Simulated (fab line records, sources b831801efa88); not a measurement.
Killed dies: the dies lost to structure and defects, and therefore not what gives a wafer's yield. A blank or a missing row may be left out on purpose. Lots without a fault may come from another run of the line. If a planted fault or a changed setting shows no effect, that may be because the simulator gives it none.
A lot that was struck, set against a sound lot    flow sky130    16 steps out of a route of 708
Sound: these wafers, L293.1, L293.3, L293.4. The struck wafers were L304.2, L304.4, L304.5. At the end, the cause is stated.
Per side, at each step with rows, come the tool, then ch with its chambers, and then its first start. Under that, the readings that differ: sound wafers    struck wafers    difference of the means    sigmas: that difference in standard deviations of wafers without a fault.
alike: readings whose means differ by less than 2 such deviations, and words and numbers that are the same on both sides. not compared: withheld readings, readings that some wafer has no value for, bounds like >300 that may hide the same value, and numbers for which the record gives no deviation and whose values overlap.
The two part at a step that has a row with sigmas, a row that says differs or no value, or rows on one side only. Numbers that don't overlap but have no deviation are shown without sigmas and don't part them. A reading missing from all wafers of one side parts the sides only when that side holds two or more wafers.

first, 3 steps without rows for these wafers: SKY_FIELD_ISO_EXPOSE_10 (exposes mask FOM, target cd 150 nm); SKY_FIELD_ISO_PEB_11; SKY_FIELD_ISO_DEVELOP_12 (develop time 60 s).
SKY_FIELD_ISO_CD_MEAS_13: the cd target is 150 nm.
  sound on cd-sem-02, day 4 01:19; struck on cd-sem-02, day 6 07:06
  alike: cd-nm
SKY_FIELD_ISO_ETCH_14: etches BARC in N2/H2, stops on SiO2, time 45.9 s, target depth 60 nm.
  sound on rie-diel-01 ch 0,2,3, day 4 01:26; struck on rie-diel-04 ch 0,1, day 6 07:12
  alike: drypump-motor-current-A, oes-product-au, throttle-valve-pct
  not compared: rf-hours-counter-h
SKY_FIELD_ISO_ETCH_15: etches the open film in CHF3/O2, stops on Si, target depth 180 nm, time 72 s.
  sound on rie-diel-01 ch 0,2,3, day 4 01:29; struck on rie-diel-04 ch 0,1, day 6 07:14
  alike: O2_flow_sccm, drypump-motor-current-A, oes-product-au, throttle-valve-pct
  not compared: rf-hours-counter-h
SKY_FIELD_ISO_STRIP_16: strips in O2/N2.
  sound on plasma-asher-02 ch 0,1, day 4 01:32; struck on plasma-asher-01 ch 0,1, day 6 07:18
  alike: drypump-motor-current-A, oes-product-au, strip-time-to-endpoint-s
  not compared: rf-hours-counter-h
SKY_FIELD_ISO_ETCH_17: etches Si in HBr/Cl2/O2, target depth 342 nm, time 97.7 s.
  sound on rie-si-01 ch 1,2,3, day 4 01:38; struck on rie-si-01 ch 0,1,2, day 6 07:24
  alike: O2_flow_sccm, drypump-motor-current-A, oes-product-au, throttle-valve-pct
  not compared: rf-hours-counter-h
then, 4 steps without rows for these wafers: SKY_FIELD_ISO_WET_ETCH_18 (etches Si3N4 in H3PO4, target depth 25 nm, time 286 s); SKY_FIELD_ISO_CLEAN_19 (cleans in SC1/SC2, time 150 s); SKY_FIELD_ISO_CLEAN_20 (cleans in dHF, time 20 s); SKY_FIELD_ISO_WET_ETCH_21 (etches SiO2 in dHF, target depth 20 nm, time 400 s).
SKY_FIELD_ISO_OXIDATION_22: stabilise 600 s, purge 300 s, target thk 10 nm.
  sound on furnace-02 ch 0, day 4 01:59; struck on furnace-02 ch 0, day 6 08:55
reading                                           sound              struck             difference  sigmas
model.SiO2_of_FIELD_ISO_OXIDATION_22.thk-nm (nm)  9.835 9.857 9.719  4.537 4.327 4.422  -5.375      
SKY_FIELD_ISO_THK_MEAS_23:
  sound on film-metro-03, day 4 03:09; struck on film-metro-02, day 6 10:08
reading                          sound           struck          difference  sigmas
FIELD_ISO_OXIDATION_01_THK (nm)  9.86 9.86 9.65  4.52 4.31 4.38  -5.39       -28
then, 1 step without rows for these wafers: SKY_FIELD_ISO_CVD_24 (deposits SiO2, target thk 595 nm, time 99.2 s).
-- the record jumps here: 44 days lie between the struck wafers' starts before and after (it left off in module FIELD_ISO and takes up again in module PAD_OPEN, whose first step shown is number 708 of the route) --
SKY_PAD_OPEN_PROBE_99:
  sound on prober-01, day 47 22:32; struck on prober-02, day 50 05:29
reading                                           sound                 struck                difference  sigmas
model.etest.diode-ndiff-fingers.leak-log10-a-cm2  -6.502 -6.661 -6.618  -6.254 -6.262 -6.257  +0.336      
model.etest.diode-pdiff-fingers.leak-log10-a-cm2  -6.667 -6.693 -6.878  -6.277 -6.093 -6.343  +0.508      
model.etest.sram-nfet-pass.off-log10-a-um         -12.75 -12.46 -12.87  -12.44 -12.05 -12.29  +0.43       
model.etest.nfet_01v8.off-log10-a-um              -13.29 -13.34 -13.35  -13.23 -13.14 -13.23  +0.13       
  alike: killed_at_M0_to_M3, killed_at_M4_up, killed-at-contacts, killed-at-front-end, killed-at-other, killed-dies, killed-open, killed-short

## WHERE THEY PART
Only at SKY_FIELD_ISO_THK_MEAS_23, as far as this record shows. Later steps at which nothing parts them and some readings are alike: SKY_PAD_OPEN_PROBE_99.

WHY: what the simulator had put in
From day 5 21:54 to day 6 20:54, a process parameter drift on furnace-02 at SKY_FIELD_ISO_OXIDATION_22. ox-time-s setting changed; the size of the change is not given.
